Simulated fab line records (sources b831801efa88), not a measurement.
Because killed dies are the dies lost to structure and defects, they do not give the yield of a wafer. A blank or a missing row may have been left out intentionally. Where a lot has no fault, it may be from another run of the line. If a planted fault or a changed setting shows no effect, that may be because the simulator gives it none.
fab line records	flow sky130
record: lots: 6	wafers: 18	last-day: 49
route steps=708 shown VT_ADJUST_LVTN@105 VT_ADJUST_NCORE@119 VT_ADJUST_HVTR@131 VT_ADJUST_PCH@143 PAD_OPEN@708
lots that met no fault: from a run of the same line without faults
start-h: hours from the record's first day to the start of the lot's first wafer shown	wait-h: how many hours have passed since the lot's step before this one	" same as the row above	L1.1+2: a single row standing in for several wafers	- value missing, or start not given	* or withheld: withheld	< > ~ a bound
route shown NAME@n: NAME is a module with steps in the file, n the number in the route of the first one	usual: mean and standard deviation over wafers with no fault	same: alike in all rows	chamber/n: place in a boat	sites: the reading at each site	_std_site: standard deviation across them	_edge_site: outer sites' mean less inner sites'	radius-mm: how far each site lies from the wafer's centre	mask NAME#n: copy n	behind: the most recent tool/chamber to have shaped the wafer	hold: why the lot was held/for how many hours/how that ended	device: names the non-switching transistor (n, p or np)	end of line: the route-end tests of the same wafers	a step given without rows: its recipe and nothing more	killed: the dies lost at the first sort to structure and to defects; this is not the yield of the wafer	map: the dies of a wafer, with x for killed, . for not killed, _ for no die there
set.NAME: the setting as run; set.NAME@STEP: as run at that earlier step	model.NAME: the simulator's own value behind a step, which no gauge read
lots at some steps of the route; a table a step, a row a wafer
services: the hour from which a tool's chamber was out of use, counted from the record's first day as start-h (under 0 if before that day), plus the number of hours and why
== steps ==
step: SKY_VT_ADJUST_LVTN_IMPLANT_08
recipe: species: B	energy-kev: 30	dose-cm2: 1.57e+12	tilt-deg: withheld
step: SKY_VT_ADJUST_LVTN_STRIP_09
recipe: chemistry: O2/N2	power-w: 1400	pressure-mtorr: 1500	platen-temp-c: withheld	o2-flow-sccm: 3000	n2-flow-sccm: 300	overash-fraction: 0.5
usual: drypump-motor-current-A: 5.71/0.3	oes-product-au: 0.722/0.0046	strip-time-to-endpoint-s: 36.87/0.085
same: overash-fraction: 0.5
lot.wafer	tool	chamber	start-h	wait-h	drypump-motor-current-A	oes-product-au	rf-hours-counter-h	strip-time-to-endpoint-s
L890.1	plasma-asher-02	1	150.98	0.1	5.70	0.727	33	36.79
L890.3	"	1	"	"	5.71	0.724	-	36.77
L890.5	"	0	"	"	5.37	0.718	-	36.79
L894.1	plasma-asher-04	1	176.30	0.1	5.71	0.727	5	36.89
L894.5	"	0	"	"	6.14	0.724	-	36.85
L894.6	"	1	"	"	5.73	0.728	-	36.98
L900.1	plasma-asher-04	0	208.88	0.1	6.07	0.720	9	36.84
L900.2	"	1	"	"	5.67	0.725	9	36.81
L900.6	"	0	"	"	6.05	0.719	-	36.81
L906.1	plasma-asher-02	1	257.38	0.1	5.71	0.719	43	36.86
L906.2	"	0	"	"	5.39	0.719	43	36.91
L906.4	"	1	"	"	5.71	0.722	-	36.91
L908.1	plasma-asher-04	0	274.78	0.1	6.12	0.721	15	36.96
L908.2	"	1	"	"	5.73	0.718	15	36.74
L908.4	"	0	"	"	6.12	0.717	-	36.97
L909.2	plasma-asher-03	0	278.98	0.1	5.20	0.720	60	36.87
L909.3	"	0	"	"	5.20	0.723	-	36.92
L909.4	"	1	"	"	5.91	0.722	-	36.92
step: SKY_VT_ADJUST_LVTN_TW_MEAS_10
usual: VT_ADJUST_LVTN_TW: 241.3/1.7
lot.wafer	tool	chamber	start-h	wait-h	VT_ADJUST_LVTN_TW
L890.1	film-metro-03	-	151.08	0.1	239.3
L890.3	"	-	"	"	240.6
L890.5	"	-	"	"	241.2
L894.1	film-metro-02	-	176.40	0.1	244.9
L894.5	"	-	"	"	243.8
L894.6	"	-	"	"	244.6
L900.1	film-metro-03	-	208.98	0.1	241.5
L900.2	"	-	"	"	240.8
L900.6	"	-	"	"	242.6
L906.1	film-metro-02	-	257.48	0.1	242.7
L906.2	"	-	"	"	241.9
L906.4	"	-	"	"	243.6
L908.1	film-metro-02	-	274.88	0.1	240.5
L908.2	"	-	"	"	244.1
L908.4	"	-	"	"	241.7
L909.2	film-metro-03	-	279.09	0.1	241.4
L909.3	"	-	"	"	241.6
L909.4	"	-	"	"	242.3
step: SKY_VT_ADJUST_LVTN_DEHYDRATE_11
recipe: temp-c: 200	time-s: 60
step: SKY_VT_ADJUST_LVTN_HMDS_12
recipe: prime-time-s: 60	prime-temp-c: 120
step: SKY_VT_ADJUST_LVTN_COAT_13
recipe: resist: NOVOLAK	spin-rpm: 3000	resist-thk-nm: 1140
step: SKY_VT_ADJUST_LVTN_SOFTBAKE_14
recipe: temp-c: 90	time-s: 60	resist: NOVOLAK
step: SKY_VT_ADJUST_LVTN_EXPOSE_15
recipe: mask-id: HVN_STD_DERIVED	na: 0.6	source-shape: conventional	sigma-outer: 0.6	polarization: unpolarized	target-cd-nm: 600	dose-mj: 163
step: SKY_VT_ADJUST_LVTN_PEB_16
recipe: temp-c: withheld	time-s: *	resist: NOVOLAK
step: SKY_VT_ADJUST_LVTN_DEVELOP_17
recipe: resist: NOVOLAK	developer: TMAH	develop-time-s: 60	dev-temp-c: 23
step: SKY_VT_ADJUST_LVTN_OVL_MEAS_18
usual: VT_ADJUST_LVTN_01_OVL: 0.4/1.4
lot.wafer	tool	chamber	start-h	wait-h	VT_ADJUST_LVTN_01_OVL[nm]
L890.1	overlay-02	-	171.00	0.1	1.0
L890.3	"	-	"	"	0.8
L890.5	"	-	"	"	1.2
L894.1	overlay-02	-	196.30	0.1	1.7
L894.5	"	-	"	"	1.7
L894.6	"	-	"	"	2.1
L900.1	overlay-01	-	231.63	0.1	-0.5
L900.2	"	-	"	"	1.0
L900.6	"	-	"	"	0.4
L906.1	overlay-01	-	282.30	0.1	-1.9
L906.2	"	-	"	"	-2.5
L906.4	"	-	"	"	-0.5
L908.1	overlay-02	-	299.69	0.1	0.8
L908.2	"	-	"	"	1.1
L908.4	"	-	"	"	-0.4
L909.2	overlay-02	-	304.08	0.1	-1.2
L909.3	"	-	"	"	-0.3
L909.4	"	-	"	"	-2.1
step: SKY_VT_ADJUST_LVTN_IMPLANT_19
recipe: species: B	energy-kev: 30	dose-cm2: 6.5e+11	tilt-deg: withheld
step: SKY_VT_ADJUST_LVTN_STRIP_20
recipe: chemistry: O2/N2	power-w: 1400	pressure-mtorr: 1500	platen-temp-c: withheld	o2-flow-sccm: 3000	n2-flow-sccm: 300	overash-fraction: 0.5
usual: drypump-motor-current-A: 5.7/0.32	oes-product-au: 0.715/0.0042	strip-time-to-endpoint-s: 14.18/0.032
same: overash-fraction: 0.5
lot.wafer	tool	chamber	start-h	wait-h	drypump-motor-current-A	oes-product-au	rf-hours-counter-h	strip-time-to-endpoint-s
L890.1	plasma-asher-02	0	171.18	0.1	5.3	0.711	34	14.23
L890.3	"	0	"	"	5.4	0.713	-	14.17
L890.5	"	1	"	"	5.7	0.714	-	14.20
L894.1	plasma-asher-04	0	196.48	0.1	6.1	0.715	7	14.17
L894.5	"	0	"	"	6.1	0.717	-	14.13
L894.6	"	1	"	"	5.7	0.717	-	14.18
L900.1	plasma-asher-03	0	231.81	0.1	5.2	0.711	55	14.12
L900.2	"	1	"	"	5.9	0.714	55	14.16
L900.6	"	1	"	"	5.9	0.714	-	14.16
L906.1	plasma-asher-03	1	282.48	0.1	5.9	0.718	60	14.22
L906.2	"	0	"	"	5.2	0.717	60	14.23
L906.4	"	1	"	"	5.9	0.708	-	14.20
L908.1	plasma-asher-03	1	299.88	0.1	5.9	0.718	62	14.18
L908.2	"	0	"	"	5.2	0.719	62	14.16
L908.4	"	0	"	"	5.2	0.719	-	14.19
L909.2	plasma-asher-04	1	304.26	0.1	5.7	0.720	18	14.22
L909.3	"	0	"	"	6.1	0.712	-	14.20
L909.4	"	1	"	"	5.7	0.722	-	14.20
step: SKY_VT_ADJUST_LVTN_TW_MEAS_21
usual: VT_ADJUST_LVTN_2_TW: 187.9/1.2
lot.wafer	tool	chamber	start-h	wait-h	VT_ADJUST_LVTN_2_TW
L890.1	film-metro-02	-	171.28	0.1	190.4
L890.3	"	-	"	"	189.7
L890.5	"	-	"	"	189.6
L894.1	film-metro-03	-	196.58	0.1	187.4
L894.5	"	-	"	"	188.0
L894.6	"	-	"	"	186.9
L900.1	film-metro-02	-	231.91	0.1	189.6
L900.2	"	-	"	"	189.6
L900.6	"	-	"	"	189.5
L906.1	film-metro-02	-	282.58	0.1	187.6
L906.2	"	-	"	"	187.3
L906.4	"	-	"	"	187.3
L908.1	film-metro-02	-	299.98	0.1	187.5
L908.2	"	-	"	"	188.1
L908.4	"	-	"	"	187.3
L909.2	film-metro-03	-	304.37	0.1	187.9
L909.3	"	-	"	"	187.8
L909.4	"	-	"	"	188.6
step: SKY_VT_ADJUST_NCORE_DEHYDRATE_00
recipe: temp-c: 200	time-s: 60
step: SKY_VT_ADJUST_NCORE_HMDS_01
recipe: prime-time-s: 60	prime-temp-c: 120
step: SKY_VT_ADJUST_NCORE_COAT_02
recipe: resist: NOVOLAK	spin-rpm: 3000	resist-thk-nm: 1140
step: SKY_VT_ADJUST_NCORE_SOFTBAKE_03
recipe: temp-c: 90	time-s: 60	resist: NOVOLAK
step: SKY_VT_ADJUST_NCORE_EXPOSE_04
recipe: mask-id: LVTN_COMPLEMENT_THIN	na: 0.6	source-shape: conventional	sigma-outer: 0.6	polarization: unpolarized	target-cd-nm: 380	dose-mj: 139
step: SKY_VT_ADJUST_NCORE_PEB_05
recipe: temp-c: withheld	time-s: *	resist: NOVOLAK
step: SKY_VT_ADJUST_NCORE_DEVELOP_06
recipe: resist: NOVOLAK	developer: TMAH	develop-time-s: 60	dev-temp-c: 23
step: SKY_VT_ADJUST_NCORE_CD_MEAS_07
recipe: target-cd-nm: 380
usual: cd-nm: 380.5/2.2
lot.wafer	tool	chamber	start-h	wait-h	cd-nm
L890.1	cd-sem-01	-	190.98	0.1	381.4
L890.3	"	-	"	"	382.1
L890.5	"	-	"	"	382.6
L894.1	cd-sem-01	-	216.98	0.1	381.5
L894.5	"	-	"	"	382.9
L894.6	"	-	"	"	382.1
L900.1	cd-sem-02	-	254.98	0.1	380.7
L900.2	"	-	"	"	382.4
L900.6	"	-	"	"	381.3
L906.1	cd-sem-02	-	307.33	0.1	380.4
L906.2	"	-	"	"	381.9
L906.4	"	-	"	"	384.2
L908.1	cd-sem-02	-	325.88	0.1	377.3
L908.2	"	-	"	"	377.9
L908.4	"	-	"	"	378.9
L909.2	cd-sem-01	-	330.37	0.1	382.8
L909.3	"	-	"	"	383.1
L909.4	"	-	"	"	382.3
step: SKY_VT_ADJUST_NCORE_OVL_MEAS_08
usual: VT_ADJUST_NCORE_OVL: 0.4/1.4
lot.wafer	tool	chamber	start-h	wait-h	VT_ADJUST_NCORE_OVL[nm]
L890.1	overlay-02	-	191.10	0.1	1.1
L890.3	"	-	"	"	0.2
L890.5	"	-	"	"	-0.6
L894.1	overlay-02	-	217.10	0.1	-0.5
L894.5	"	-	"	"	2.0
L894.6	"	-	"	"	-0.4
L900.1	overlay-02	-	255.10	0.1	1.7
L900.2	"	-	"	"	2.1
L900.6	"	-	"	"	2.9
L906.1	overlay-01	-	307.45	0.1	1.1
L906.2	"	-	"	"	-1.3
L906.4	"	-	"	"	0.2
L908.1	overlay-02	-	326.00	0.1	-0.4
L908.2	"	-	"	"	3.0
L908.4	"	-	"	"	-1.1
L909.2	overlay-01	-	330.47	0.1	2.5
L909.3	"	-	"	"	0.4
L909.4	"	-	"	"	2.5
step: SKY_VT_ADJUST_NCORE_IMPLANT_09
recipe: species: B	energy-kev: 10	dose-cm2: 2.4e+12	tilt-deg: withheld
step: SKY_VT_ADJUST_NCORE_STRIP_10
recipe: chemistry: O2/N2	power-w: 1400	pressure-mtorr: 1500	platen-temp-c: withheld	o2-flow-sccm: 3000	n2-flow-sccm: 300	overash-fraction: 0.5
usual: drypump-motor-current-A: 5.59/0.22	oes-product-au: 0.716/0.0049	strip-time-to-endpoint-s: 14.17/0.037
same: overash-fraction: 0.5
lot.wafer	tool	chamber	start-h	wait-h	drypump-motor-current-A	oes-product-au	rf-hours-counter-h	strip-time-to-endpoint-s
L890.1	plasma-asher-02	0	191.29	0.1	5.35	0.721	36	14.17
L890.3	"	0	"	"	5.35	0.717	-	14.14
L890.5	"	0	"	"	5.36	0.722	-	14.19
L894.1	plasma-asher-02	0	217.29	0.1	5.35	0.717	39	14.18
L894.5	"	1	"	"	5.71	0.718	-	14.16
L894.6	"	0	"	"	5.37	0.713	-	14.16
L900.1	plasma-asher-02	0	255.28	0.1	5.37	0.722	43	14.17
L900.2	"	1	"	"	5.73	0.713	43	14.14
L900.6	"	1	"	"	5.72	0.726	-	14.18
L906.1	plasma-asher-04	0	307.63	0.1	6.09	0.718	18	14.22
L906.2	"	1	"	"	5.70	0.710	18	14.21
L906.4	"	0	"	"	6.11	0.716	-	14.20
L908.1	plasma-asher-01	0	326.18	0.1	5.52	0.715	64	14.20
L908.2	"	1	"	"	5.42	0.720	64	14.14
L908.4	"	0	"	"	5.51	0.722	-	14.16
L909.2	plasma-asher-02	1	330.80	0.2	5.74	0.711	51	14.11
L909.3	"	1	"	"	5.74	0.725	-	14.14
L909.4	"	0	"	"	5.33	0.714	-	14.17
step: SKY_VT_ADJUST_NCORE_TW_MEAS_11
usual: VT_ADJUST_NCORE_TW: 217.1/1.7
lot.wafer	tool	chamber	start-h	wait-h	VT_ADJUST_NCORE_TW
L890.1	film-metro-01	-	191.39	0.1	219.6
L890.3	"	-	"	"	220.5
L890.5	"	-	"	"	219.6
L894.1	film-metro-04	-	217.40	0.1	215.5
L894.5	"	-	"	"	216.4
L894.6	"	-	"	"	215.4
L900.1	film-metro-04	-	255.38	0.1	217.1
L900.2	"	-	"	"	215.0
L900.6	"	-	"	"	215.0
L906.1	film-metro-03	-	307.73	0.1	219.4
L906.2	"	-	"	"	219.9
L906.4	"	-	"	"	219.6
L908.1	film-metro-04	-	326.28	0.1	215.0
L908.2	"	-	"	"	215.2
L908.4	"	-	"	"	215.1
L909.2	film-metro-04	-	330.91	0.1	215.1
L909.3	"	-	"	"	214.3
L909.4	"	-	"	"	214.7
step: SKY_VT_ADJUST_HVTR_DEHYDRATE_00
recipe: temp-c: 200	time-s: 60
step: SKY_VT_ADJUST_HVTR_HMDS_01
recipe: prime-time-s: 60	prime-temp-c: 120
step: SKY_VT_ADJUST_HVTR_COAT_02
recipe: resist: NOVOLAK	spin-rpm: 3000	resist-thk-nm: 1140
step: SKY_VT_ADJUST_HVTR_SOFTBAKE_03
recipe: temp-c: 90	time-s: 60	resist: NOVOLAK
step: SKY_VT_ADJUST_HVTR_EXPOSE_04
recipe: mask-id: HVTRM	target-cd-nm: 380	na: 0.6	source-shape: conventional	sigma-outer: 0.6	dose-mj: 150
step: SKY_VT_ADJUST_HVTR_PEB_05
recipe: temp-c: withheld	time-s: *	resist: NOVOLAK
step: SKY_VT_ADJUST_HVTR_DEVELOP_06
recipe: develop-time-s: 60	dev-temp-c: 23
step: SKY_VT_ADJUST_HVTR_CD_MEAS_07
recipe: target-cd-nm: 380
usual: cd-nm: 380.7/2.7
lot.wafer	tool	chamber	start-h	wait-h	cd-nm
L890.1	cd-sem-02	-	211.41	0.1	383.4
L890.3	"	-	"	"	384.2
L890.5	"	-	"	"	381.4
L894.1	cd-sem-01	-	240.08	0.1	380.9
L894.5	"	-	"	"	381.6
L894.6	"	-	"	"	381.2
L900.1	cd-sem-02	-	279.46	0.1	380.4
L900.2	"	-	"	"	379.5
L900.6	"	-	"	"	378.6
L906.1	cd-sem-01	-	333.83	0.1	381.5
L906.2	"	-	"	"	381.2
L906.4	"	-	"	"	381.9
L908.1	cd-sem-01	-	353.13	0.1	382.7
L908.2	"	-	"	"	381.7
L908.4	"	-	"	"	381.8
L909.2	cd-sem-02	-	358.20	0.1	377.3
L909.3	"	-	"	"	379.3
L909.4	"	-	"	"	377.4
step: SKY_VT_ADJUST_HVTR_OVL_MEAS_08
usual: VT_ADJUST_HVTR_OVL: 0.2/1.2
lot.wafer	tool	chamber	start-h	wait-h	VT_ADJUST_HVTR_OVL[nm]
L890.1	overlay-02	-	211.53	0.1	0.4
L890.3	"	-	"	"	0.6
L890.5	"	-	"	"	0.6
L894.1	overlay-02	-	240.20	0.1	-0.2
L894.5	"	-	"	"	1.1
L894.6	"	-	"	"	0.3
L900.1	overlay-01	-	279.58	0.1	3.0
L900.2	"	-	"	"	2.4
L900.6	"	-	"	"	3.5
L906.1	overlay-02	-	333.95	0.1	-1.2
L906.2	"	-	"	"	0.0
L906.4	"	-	"	"	-0.2
L908.1	overlay-01	-	353.25	0.1	-0.4
L908.2	"	-	"	"	-1.5
L908.4	"	-	"	"	-1.0
L909.2	overlay-02	-	358.30	0.1	-0.8
L909.3	"	-	"	"	-0.5
L909.4	"	-	"	"	0.5
step: SKY_VT_ADJUST_HVTR_IMPLANT_09
recipe: species: B	energy-kev: 10	dose-cm2: 2.1e+12	tilt-deg: withheld
step: SKY_VT_ADJUST_HVTR_STRIP_10
recipe: chemistry: O2/N2	power-w: 1400	pressure-mtorr: 1500	platen-temp-c: withheld	o2-flow-sccm: 3000	n2-flow-sccm: 300	overash-fraction: 0.5
usual: drypump-motor-current-A: 5.53/0.24	oes-product-au: 0.716/0.0048	strip-time-to-endpoint-s: 14.14/0.038
same: overash-fraction: 0.5
lot.wafer	tool	chamber	start-h	wait-h	drypump-motor-current-A	oes-product-au	rf-hours-counter-h	strip-time-to-endpoint-s
L890.1	plasma-asher-01	0	211.72	0.1	5.52	0.715	53	14.15
L890.3	"	1	"	"	5.42	0.721	-	14.14
L890.5	"	0	"	"	5.54	0.715	-	14.15
L894.1	plasma-asher-01	0	240.39	0.1	5.54	0.718	56	14.14
L894.5	"	1	"	"	5.43	0.714	-	14.15
L894.6	"	0	"	"	5.54	0.726	-	14.15
L900.1	plasma-asher-03	1	279.77	0.1	5.89	0.721	60	14.22
L900.2	"	0	"	"	5.20	0.711	60	14.22
L900.6	"	1	"	"	5.89	0.730	-	14.23
L906.1	plasma-asher-02	1	334.14	0.1	5.70	0.714	51	14.12
L906.2	"	0	"	"	5.39	0.714	51	14.10
L906.4	"	1	"	"	5.71	0.713	-	14.12
L908.1	plasma-asher-03	0	353.43	0.1	5.20	0.714	67	14.11
L908.2	"	1	"	"	5.93	0.717	67	14.11
L908.4	"	1	"	"	5.90	0.711	-	14.15
L909.2	plasma-asher-03	1	358.48	0.1	5.91	0.717	68	14.16
L909.3	"	1	"	"	5.89	0.721	-	14.12
L909.4	"	0	"	"	5.20	0.715	-	14.10
step: SKY_VT_ADJUST_HVTR_TW_MEAS_11
usual: VT_ADJUST_HVTR_TW: 210.0/2
lot.wafer	tool	chamber	start-h	wait-h	VT_ADJUST_HVTR_TW
L890.1	film-metro-01	-	211.82	0.1	209.6
L890.3	"	-	"	"	210.2
L890.5	"	-	"	"	209.3
L894.1	film-metro-02	-	240.49	0.1	211.9
L894.5	"	-	"	"	212.2
L894.6	"	-	"	"	210.9
L900.1	film-metro-02	-	279.87	0.1	211.5
L900.2	"	-	"	"	210.7
L900.6	"	-	"	"	211.1
L906.1	film-metro-01	-	334.24	0.1	208.6
L906.2	"	-	"	"	209.3
L906.4	"	-	"	"	208.8
L908.1	film-metro-04	-	353.53	0.1	206.4
L908.2	"	-	"	"	207.2
L908.4	"	-	"	"	207.6
L909.2	film-metro-02	-	358.59	0.1	211.7
L909.3	"	-	"	"	211.0
L909.4	"	-	"	"	211.5
step: SKY_VT_ADJUST_PCH_DEHYDRATE_00
recipe: temp-c: 200	time-s: 60
step: SKY_VT_ADJUST_PCH_HMDS_01
recipe: prime-time-s: 60	prime-temp-c: 120
step: SKY_VT_ADJUST_PCH_COAT_02
recipe: spin-rpm: 2000	resist-thk-nm: 3000
step: SKY_VT_ADJUST_PCH_SOFTBAKE_03
recipe: temp-c: 110	time-s: withheld
step: SKY_PAD_OPEN_PROBE_99
usual: killed_at_M0_to_M3: 45/6.6	killed_at_M4_up: 3.1/1.6	killed-at-contacts: 24/5	killed-at-front-end: 14/4.4	killed-at-other: 0.3/0.58	killed-dies: 87/9.2	killed-open: 47/6.7	killed-short: 40/6.4
same: gross-dies: 492	killed-at-back-side: 0
lot.wafer	tool	chamber	start-h	wait-h	killed_at_M0_to_M3	killed_at_M4_up	killed-at-contacts	killed-at-front-end	killed-at-other	killed-dies	killed-open	killed-short
L890.1	prober-02	-	1078.55	0.1	47	5	22	12	0	86	44	42
L890.3	prober-02	-	1078.65	0.2	50	1	21	15	0	87	43	44
L890.5	prober-02	-	1078.75	0.2	46	5	21	17	0	89	46	43
L894.1	prober-02	-	1110.22	0.1	56	6	21	20	0	103	62	41
L894.5	prober-02	-	1110.42	0.2	43	2	30	14	1	90	45	45
L894.6	prober-02	-	1110.47	0.2	31	4	26	19	0	80	50	30
L900.1	prober-02	-	1140.22	0.1	46	4	17	15	0	82	46	36
L900.2	prober-02	-	1140.27	0.1	44	3	21	17	0	85	44	41
L900.6	prober-02	-	1140.47	0.2	45	2	30	11	1	89	58	31
L906.1	prober-01	-	1183.81	0.1	40	2	28	16	0	86	44	42
L906.2	prober-01	-	1183.86	0.1	37	3	33	82	1	156	45	43
L906.4	prober-01	-	1183.96	0.2	51	1	26	11	0	89	53	36
L909.2	prober-02	-	1184.95	0.1	51	1	29	16	0	97	58	39
L909.3	prober-02	-	1185.00	0.2	49	4	22	15	0	90	60	30
L909.4	prober-02	-	1185.05	0.2	47	2	20	21	0	90	46	44
L908.1	prober-01	-	1187.64	0.1	49	1	29	18	0	97	58	39
L908.2	prober-01	-	1187.69	0.1	31	3	17	87	0	138	41	26
L908.4	prober-01	-	1187.79	0.2	43	4	28	83	0	158	52	37
killed by level:class
L890.1 VIA1:geometric-particle:short=9 VIA1:geometric-particle:open=8 CONTACT:geometric-particle:open=8 METAL1:geometric-particle:short=7 METAL2:geometric-particle:short=7 LI_CONTACT:geometric-particle:open=6 VIA2:geometric-particle:open=6 POLY_GATE:geometric-particle:open=5
L890.3 VIA1:geometric-particle:open=10 METAL1:geometric-particle:short=8 CONTACT:geometric-particle:open=7 VIA2:geometric-particle:open=6 FIELD_ISO:geometric-particle:open=5 VIA1:geometric-particle:short=5 METAL2:geometric-particle:short=5 VIA3:geometric-particle:open=5
L890.5 VIA1:geometric-particle:open=11 VIA2:geometric-particle:open=7 VIA3:geometric-particle:open=7 CONTACT:geometric-particle:short=6 VIA1:geometric-particle:short=6 LI_CONTACT:geometric-particle:open=5 METAL1:geometric-particle:short=5 METAL4:geometric-particle:short=5
L894.1 VIA1:geometric-particle:open=14 CONTACT:geometric-particle:open=13 VIA1:geometric-particle:short=8 FIELD_ISO:geometric-particle:open=7 VIA2:geometric-particle:open=7 VIA3:geometric-particle:open=7 METAL2:geometric-particle:short=5 POLY_GATE:geometric-particle:open=4
L894.5 CONTACT:geometric-particle:open=13 VIA1:geometric-particle:open=9 METAL1:geometric-particle:short=7 LI_CONTACT:geometric-particle:open=6 LOCAL_INTERCONNECT:geometric-particle:short=5 VIA2:geometric-particle:short=5 FIELD_ISO:geometric-particle:short=4 CONTACT:geometric-particle:short=4
L894.6 CONTACT:geometric-particle:open=10 LI_CONTACT:geometric-particle:open=9 VIA1:geometric-particle:open=8 POLY_GATE:geometric-particle:open=7 LOCAL_INTERCONNECT:geometric-particle:short=4 VIA3:geometric-particle:open=4 METAL4:geometric-particle:short=4 FIELD_ISO:geometric-particle:open=3
L900.1 VIA1:geometric-particle:open=10 LI_CONTACT:geometric-particle:open=7 METAL2:geometric-particle:short=7 VIA2:geometric-particle:open=6 VIA3:geometric-particle:open=6 CONTACT:geometric-particle:open=5 METAL1:geometric-particle:short=5 FIELD_ISO:geometric-particle:short=4
L900.2 CONTACT:geometric-particle:open=10 VIA1:geometric-particle:open=10 VIA2:geometric-particle:open=6 VIA3:geometric-particle:open=6 METAL2:geometric-particle:short=5 FIELD_ISO:geometric-particle:open=4 POLY_GATE:geometric-particle:short=4 SPACER:geometric-particle:short=4
L900.6 CONTACT:geometric-particle:open=12 LI_CONTACT:geometric-particle:open=11 VIA1:geometric-particle:open=9 METAL1:geometric-particle:short=8 METAL2:geometric-particle:short=7 VIA2:geometric-particle:open=7 VIA3:geometric-particle:open=5 FIELD_ISO:geometric-particle:open=4
L906.1 CONTACT:geometric-particle:open=11 CONTACT:geometric-particle:short=10 VIA3:geometric-particle:open=10 VIA1:geometric-particle:open=9 FIELD_ISO:geometric-particle:short=5 POLY_GATE:geometric-particle:short=5 LOCAL_INTERCONNECT:geometric-particle:short=5 METAL2:geometric-particle:short=3
L906.2 VT_ADJUST_LVTN:unspecified=68 LI_CONTACT:geometric-particle:open=14 LOCAL_INTERCONNECT:geometric-particle:short=7 CONTACT:geometric-particle:open=7 VIA1:geometric-particle:open=7 VIA1:geometric-particle:short=6 POLY_GATE:geometric-particle:short=5 VIA2:geometric-particle:short=5
L906.4 VIA1:geometric-particle:open=13 VIA3:geometric-particle:open=9 LI_CONTACT:geometric-particle:open=8 CONTACT:geometric-particle:short=8 CONTACT:geometric-particle:open=7 METAL2:geometric-particle:short=5 VIA2:geometric-particle:open=5 VIA3:geometric-particle:short=5
L909.2 VIA1:geometric-particle:open=16 CONTACT:geometric-particle:open=9 LI_CONTACT:geometric-particle:open=8 VIA2:geometric-particle:open=8 LOCAL_INTERCONNECT:geometric-particle:short=7 METAL2:geometric-particle:short=6 POLY_GATE:geometric-particle:open=6 VIA3:geometric-particle:open=6
L909.3 VIA1:geometric-particle:open=15 VIA3:geometric-particle:open=8 CONTACT:geometric-particle:open=8 LI_CONTACT:geometric-particle:open=7 VIA2:geometric-particle:open=7 FIELD_ISO:geometric-particle:open=5 FIELD_ISO:geometric-particle:short=4 CONTACT:geometric-particle:short=4
L909.4 VIA3:geometric-particle:open=11 LI_CONTACT:geometric-particle:open=8 METAL1:geometric-particle:short=8 METAL2:geometric-particle:short=7 VIA1:geometric-particle:open=6 FIELD_ISO:geometric-particle:open=5 POLY_GATE:geometric-particle:short=5 FIELD_ISO:geometric-particle:short=4
L908.1 VIA1:geometric-particle:open=16 LI_CONTACT:geometric-particle:open=13 VIA2:geometric-particle:open=10 CONTACT:geometric-particle:open=7 FIELD_ISO:geometric-particle:short=6 VIA1:geometric-particle:short=6 POLY_GATE:geometric-particle:open=5 METAL1:geometric-particle:short=5
L908.2 VT_ADJUST_LVTN:unspecified=71 VIA1:geometric-particle:open=13 LI_CONTACT:geometric-particle:open=7 CONTACT:geometric-particle:open=5 FIELD_ISO:geometric-particle:short=4 POLY_GATE:geometric-particle:short=4 METAL1:geometric-particle:short=4 VIA2:geometric-particle:open=4
L908.4 VT_ADJUST_LVTN:unspecified=69 VIA2:geometric-particle:open=10 LI_CONTACT:geometric-particle:open=9 CONTACT:geometric-particle:open=9 VIA1:geometric-particle:open=7 METAL1:geometric-particle:short=5 METAL3:geometric-particle:short=5 VIA3:geometric-particle:open=5
map L906.2 (x killed, . not)
__________.......xx._________
________...x...x......_______
______..x....x...x.....x_____
_____.......xx...x....xxx____
____x..x..xxxx......xx....___
___......x..x..............__
__....x...x....x...........x_
_x..x.x.x.......x......x.x.x.
_...x.............xx..x..x..x
_x.........x..x..x...........
_....x......x..x.x..xx.......
_....x.x...xxxxx.............
_x...x...x.xxxxxxx.x..x......
_.x.....xxxxxxxxx.x......x...
_....xx..xxxxxxxxx...x...xx..
__.x.....xxxxxxxxxxx.x.x...._
___......xxxxxxxxxxx......x__
____..xx.xxxxxxxxxx.....x.___
_____x....xxxxxx.xxx.....____
______x...xx..x..x...x.._____
________......x.....x._______
__________x..x......_________
map L908.4 (x killed, . not)
__________x........x_________
________....x...x....._______
______..xx.x............_____
_____.x...x....x.........____
____.xx...x......xx....x..___
___.xx.........x......x..x.__
__xx......x.xxx..xx........._
_....x.x....xx..x...xx.xx.x..
_...xx..x.....xxx...xx.......
_..........x....x.....x.....x
_...x........x......x.....x..
_x.x...xx...x.xx....x..x..xx.
_..x......xxxxxxx..........x.
_.........xxxxxxxxx..........
_...x...xxxxxxxxxxx.......x.x
__.x.x..xxxxxxxxxxx....x.x.._
___.....xxxxxxxxxxx....x..x__
____...x.xxxxxxxxxx...x...___
_____.x.xx.xxxxxx.xxxx..x____
______......xxx........._____
________....x..x......_______
__________x........._________
== services ==
tool	chamber	start-h	hours	kind
plasma-asher-02	-	157.88	2.9	repair
plasma-asher-01	-	188.37	2.8	pm
plasma-asher-03	-	207.66	15.6	pm
plasma-asher-01	-	207.74	0.8	repair
plasma-asher-01	-	296.79	3.3	repair
plasma-asher-04	-	308.16	14.6	pm
== key ==
first-sign: step: SKY_PAD_OPEN_PROBE_99	reading: killed-at-front-end	direction: up	sigmas: 16	usual: 14	struck: 84
effect: step: SKY_PAD_OPEN_PROBE_99	reading: killed-dies	direction: up	sigmas: 7	usual: 87	struck: 151
met-at SKY_VT_ADJUST_LVTN_STRIP_20
struck-wafers L906.2,L908.2,L908.4
tester-left-out L906,L908
onset-between 231.81 282.48
fault: kind: chamber-particle-source	tool: plasma-asher-03	chamber: 0	onset-h: 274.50	steps: SKY_VT_ADJUST_LVTN_STRIP_20	rate-per-visit-cm2: 1.9543	end-h: 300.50
tester-left-out: of these lots the tester's yield and bins aren't shown, on N5 and GAA mostly nor the transistor test; their killed dies are dies lost to structure and defects alone, not to doping, threshold or leakage, so they don't give the yield
